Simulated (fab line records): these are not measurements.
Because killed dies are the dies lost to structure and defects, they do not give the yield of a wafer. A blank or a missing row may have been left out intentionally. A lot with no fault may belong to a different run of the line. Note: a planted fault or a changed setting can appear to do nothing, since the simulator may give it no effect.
Chamber matching | flow sky130 | SKY_VIA3_CMP_24 on cmp-02: 4 sister chambers
The step polishes, stops on SiO2, t overpolish 20 s, target thk 0 nm. 6 wafers are shown with their chamber, then 6 later ones without.

## WAFERS, EACH WITH ITS CHAMBER
wafer  | chamber | timeToEndpointS (s) | motorCurrentA (A)
L411.3 | 3       | 91                  | 10.2
L416.3 | 1       | 90                  | 10.9
L416.5 | 2       | 92                  | 10.4
L426.1 | 0       | 98                  | 9.8
L426.4 | 1       | 93                  | 10.4
L426.5 | 0       | 97                  | 10.1

## WAFERS MISSING THEIR CHAMBER
wafer  | timeToEndpointS (s) | motorCurrentA (A)
L427.2 | 86                  | 10.9
L427.3 | 90                  | 9.8
L427.6 | 92                  | 10.8
L428.2 | 94                  | 10.3
L428.3 | 97                  | 9.7
L428.6 | 92                  | 10.4

## THE CHAMBER EACH PASSED THROUGH
wafer  | from the rows above               | in truth
L427.2 | can't be placed: 1 or 3 or 2      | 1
L427.3 | can't be placed: 3 or 2 or 1      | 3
L427.6 | can't be placed: 1 or 2 or 3      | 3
L428.2 | can't be placed: 2 or 3 or 1 or 0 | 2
L428.3 | 0                                 | 0
L428.6 | can't be placed: 2 or 1 or 3      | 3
Correct placement for 1 of the 6. Not placeable from these rows: 5 (in 5, the candidates include the true chamber). Placed wrongly: 0.
How it was worked out, from the rows above alone: a wafer's distance from a chamber is the root of the sum, over the readings, of the square of ((its reading less the chamber's mean) divided by the reading's scatter). If the next closest chamber is less than 2 further off than the closest, the wafer can't be placed; otherwise it belongs to the closest. A chamber's mean is the mean of its shown wafers. How the scatter is found: for the shown wafers, subtract from each reading the mean of its chamber, square and add these, divide the total by (wafers less chambers), then take the root.
